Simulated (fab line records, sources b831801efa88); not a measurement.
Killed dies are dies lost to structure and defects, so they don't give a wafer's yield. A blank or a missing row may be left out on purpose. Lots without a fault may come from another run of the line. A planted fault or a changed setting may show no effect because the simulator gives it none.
One fault seen from 2 desks | flow sky130 | each desk has only its own numbers; what lay behind them comes last

THE TOOL OWNER'S DESK: implanter-02
The tool's own readings at SKY_VT_ADJUST_HVTP_IMPLANT_09: means of the sampled wafers that have a number, for each lot that ran on this tool. A lot is out of limits, marked OUT, if its mean lies more than 4 standard deviations from the usual mean; the brackets give that distance.
Columns: A = beam_on_s at SKY_VT_ADJUST_HVTP_IMPLANT_09, usual 10.02 s
lot  | first seen here | A
L691 | day 8 23:00     | 9.81
L695 | day 10 20:09    | 10.11
L698 | day 11 04:55    | 10.13
This desk's finding: nothing out of limits on any of the 3 lots.

THE METROLOGY DESK
What the gauges read, lot by lot, whatever tool the lot ran on: means of the sampled wafers that have a number. A lot is out of limits, marked OUT, if its mean lies more than 4 standard deviations from the usual mean; the brackets give that distance.
Columns: A = VT_ADJUST_HVTP_TW at SKY_VT_ADJUST_HVTP_TW_MEAS_11, usual 1358; B = LOCAL_INTERCONNECT_OVL at SKY_LOCAL_INTERCONNECT_OVL_MEAS_12, usual -3 nm; C = METAL1_ALCU_THK at SKY_METAL1_THK_MEAS_06, usual 246 nm
lot  | first seen here | A               | B   | C
L681 | day 6 16:21     | 1340            | -4  | 247
L680 | day 6 16:32     | 1370            | -4  | 251
L683 | day 6 19:35     | 1368            | -6  | 249
L684 | day 7 06:37     | 1367            | -5  | 245
L685 | day 7 07:58     | 1368            | 1   | 245
L687 | day 7 22:16     | 1337            | -4  | 243
L691 | day 8 23:14     | 1350            | -1  | 244
L695 | day 10 20:23    | 1252 (-5.6) OUT | -1  | 245
L698 | day 11 05:10    | 1297            | 8   | 246
L699 | day 11 09:46    | 1358            | -1  | 245
L700 | day 11 13:05    | 1383            | -12 | 246
L701 | day 12 03:35    | 1373            | -1  | 247
L702 | day 12 05:34    | 1383            | -11 | 249
This desk's finding: out of limits on L695; first on L695, day 10 20:23 (VT_ADJUST_HVTP_TW at SKY_VT_ADJUST_HVTP_TW_MEAS_11). In limits: L681, L680, L683, L684, L685, L687, L691, L698, L699, L700, L701, L702.

PUT TOGETHER
The metrology desk could have raised an alarm at day 10 20:23, on L695.
The tool owner's desk saw nothing out of limits.
The tool owner's desk has L695 on record, within its limits.
Of the lots named, all ran SKY_VT_ADJUST_HVTP_IMPLANT_09 on implanter-02.

WHAT THE SIMULATOR HAD PUT IN
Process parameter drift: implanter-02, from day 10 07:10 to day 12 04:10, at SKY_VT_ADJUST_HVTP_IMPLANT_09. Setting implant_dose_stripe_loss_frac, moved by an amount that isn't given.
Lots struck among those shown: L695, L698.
Hours from the fault's start to each desk's first reading out of limits: the metrology desk, 13.
